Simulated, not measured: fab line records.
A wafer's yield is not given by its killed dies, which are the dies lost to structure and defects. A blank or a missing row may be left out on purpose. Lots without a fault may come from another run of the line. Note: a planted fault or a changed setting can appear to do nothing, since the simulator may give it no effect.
A struck lot beside a sound one | flow sky130 | 15 out of 708 route steps
Sound: these wafers, L504.2, L504.3, L504.4. Wafers L520.3, L520.5, L520.6 were the ones struck. The cause is given at the end.
Each step with rows lists, per side, the tool, then ch with its chambers, then its first start. Under that, the readings that differ: sound wafers | struck wafers | difference of the means | sigmas: that difference in standard deviations of wafers without a fault.
alike: a reading whose means differ by less than 2 such deviations, as well as words and numbers matching on both sides. not compared: withheld readings; readings where some wafer has no value; bounds like >300 that might hide an equal value; numbers whose values overlap and for which the record gives no deviation.
A row with sigmas, a row that says differs or no value, or rows on one side alone: a step with any of these is where the two part. Non-overlapping numbers with no deviation appear without sigmas and do not part them. A reading missing from all wafers of one side parts the sides only when that side holds two or more wafers.

first, 4 steps without rows for these wafers: SKY_RES_XHIGH_EXPOSE_04 (exposes mask URPM, target cd 1270 nm); SKY_RES_XHIGH_PEB_05; SKY_RES_XHIGH_DEVELOP_06 (develop time 60 s); SKY_RES_XHIGH_IMPLANT_07.
SKY_RES_XHIGH_STRIP_08: strips in O2/N2.
  sound on plasmaAsher-03 ch 0,1, day 27 10:56; struck on plasmaAsher-03 ch 0,1, day 32 21:43
  alike: chamberPressureMTorr, drypumpMotorCurrentA, oesProductAu, stripTimeToEndpointS
  not compared: rfHoursCounterH
SKY_RES_XHIGH_TW_MEAS_09:
  sound on filmMetro-04, day 27 11:03; struck on filmMetro-03, day 32 21:49
  alike: RES_XHIGH_TW
then, 6 steps without rows for these wafers: SKY_SD_N_DEHYDRATE_00 (time 60 s); SKY_SD_N_HMDS_01 (prime time 60 s); SKY_SD_N_COAT_02 (resist thk 1140 nm); SKY_SD_N_SOFTBAKE_03 (time 60 s); SKY_SD_N_EXPOSE_04 (exposes mask NSDM, target cd 380 nm); SKY_SD_N_PEB_05.
SKY_SD_N_DEVELOP_06: develop time 60 s.
  sound on lithoTrack-03 ch 0, day 28 16:55; struck on lithoTrack-03 ch 0, day 34 00:44
reading            | sound             | struck            | difference | sigmas
developerTempC (C) | 23.03 23.00 22.97 | 20.90 20.86 20.83 | -2.14      | -19
  alike: exhaustPa
SKY_SD_N_CD_MEAS_07 targets a cd of 380 nm.
  sound on cdSem-01, day 28 17:04; struck on cdSem-01, day 34 00:53
reading   | sound             | struck            | difference | sigmas
cdNm (nm) | 380.3 382.9 383.2 | 387.1 389.1 386.3 | +5.4       | +2
SKY_SD_N_OVL_MEAS_08:
  sound on overlay-01, day 28 17:10; struck on overlay-02, day 34 00:58
reading       | sound          | struck      | difference | sigmas
SD_N_OVL (nm) | -2.5 -1.6 -2.2 | 1.7 0.6 0.7 | +3.1       | +3

## WHERE THEY PART
Last at SKY_SD_N_OVL_MEAS_08 as far as this record goes, first at SKY_SD_N_DEVELOP_06.

WHY: what the simulator had put in
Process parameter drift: lithoTrack-03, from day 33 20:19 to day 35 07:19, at SKY_SD_N_DEVELOP_06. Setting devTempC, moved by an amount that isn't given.
